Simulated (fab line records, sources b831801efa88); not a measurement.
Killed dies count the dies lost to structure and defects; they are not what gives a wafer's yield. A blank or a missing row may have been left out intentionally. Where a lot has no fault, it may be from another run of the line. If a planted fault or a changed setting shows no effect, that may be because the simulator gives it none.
2 desks, one fault || flow gf180mcu || numbers are kept per desk, each desk with only its own; the story behind them comes last

## FOR THE TOOL OWNER'S DESK: pvd-sputter-04
At GF_SALICIDE_SPUTTER_03 (material TiN, target thk 20 nm, time 16.7 s) the tool's own readings: per lot run on this tool, the mean of the sampled wafers that have a number. The brackets show how far a lot's mean lies from the usual mean; more than 4 standard deviations puts the lot out of limits, marked OUT.
Columns: A = cathode-dc-power-W at GF_SALICIDE_SPUTTER_03, usual 6500.0 W; B = throttle-valve-pct at GF_SALICIDE_SPUTTER_03, usual 29.7 %
{"lot": "L808", "first seen here": "day 14 23:57", "A": 6499.2, "B": 29.4}
{"lot": "L814", "first seen here": "day 17 05:56", "A": 6500.5, "B": 29.6}
{"lot": "L820", "first seen here": "day 19 16:59", "A": "6973.0 (+99 or more) OUT", "B": 29.6}
{"lot": "L822", "first seen here": "day 20 11:49", "A": "6972.3 (+99 or more) OUT", "B": 29.4}
Finding of this desk: L820, L822 out of limits; the first was L820 at day 19 16:59, on cathode-dc-power-W at GF_SALICIDE_SPUTTER_03. L808, L814: within limits.

## METROLOGY DESK
What the gauges read, lot by lot, whatever tool the lot ran on: means of the sampled wafers that have a number. The brackets show how far a lot's mean lies from the usual mean; more than 4 standard deviations puts the lot out of limits, marked OUT.
Columns: A = HV_LDD_RS at GF_HV_LDD_RS_MEAS_53, usual 417.9 ohm/sq; B = SALICIDE_TIN_THK at GF_SALICIDE_THK_MEAS_05, usual 19.77 nm; C = cd-nm at GF_CONTACT_CD_MEAS_14, usual 220.4 nm
{"lot": "L808", "first seen here": "day 12 06:17", "A": 417.0, "B": 19.50, "C": 218.3}
{"lot": "L810", "first seen here": "day 13 02:41", "A": 416.9, "B": 19.88, "C": 220.9}
{"lot": "L812", "first seen here": "day 13 18:36", "A": 416.8, "B": 19.94, "C": 219.3}
{"lot": "L814", "first seen here": "day 14 07:11", "A": 418.6, "B": 19.77, "C": 219.9}
{"lot": "L816", "first seen here": "day 15 05:33", "A": 418.0, "B": 19.78, "C": 219.7}
{"lot": "L820", "first seen here": "day 16 13:27", "A": 416.9, "B": "21.29 (+6.3) OUT", "C": 221.7}
{"lot": "L822", "first seen here": "day 17 06:35", "A": 418.3, "B": "21.35 (+6.6) OUT", "C": 221.3}
{"lot": "L825", "first seen here": "day 18 03:40", "A": 417.3, "B": 19.79, "C": 221.4}
{"lot": "L826", "first seen here": "day 18 10:01", "A": 418.3, "B": 20.00, "C": 221.3}
{"lot": "L827", "first seen here": "day 18 17:31", "A": 418.4, "B": 19.91, "C": 218.9}
{"lot": "L828", "first seen here": "day 19 05:40", "A": 418.1, "B": 19.84, "C": 218.2}
{"lot": "L829", "first seen here": "day 19 11:42", "A": 418.2, "B": 19.39, "C": 219.1}
{"lot": "L830", "first seen here": "day 19 18:46", "A": 418.5, "B": 19.88, "C": 221.7}
{"lot": "L831", "first seen here": "day 20 04:38", "A": 415.9, "B": 19.97, "C": 218.7}
This desk reports L820, L822 out of limits; the earliest was L820 at day 19 17:08 (SALICIDE_TIN_THK at GF_SALICIDE_THK_MEAS_05). L808, L810, L812, L814, L816, L825, L826, L827, L828, L829, L830, L831: within limits.

## PUT TOGETHER
At day 19 16:59, on L820, L822, the tool owner's desk was in a position to raise an alarm.
Metrology desk: alarm possible at day 19 17:08 on L820, L822.
On pvd-sputter-04, each named lot ran GF_SALICIDE_SPUTTER_03.

## WHAT HAD BEEN PUT IN BY THE SIMULATOR
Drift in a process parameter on pvd-sputter-04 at GF_SALICIDE_SPUTTER_03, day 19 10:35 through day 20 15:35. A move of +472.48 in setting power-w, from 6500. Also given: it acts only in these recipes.
Shown lots that were struck: L820, L822.
Time in hours from fault onset to the first out-of-limits reading at each desk: tool owner's desk 6, metrology desk 7.
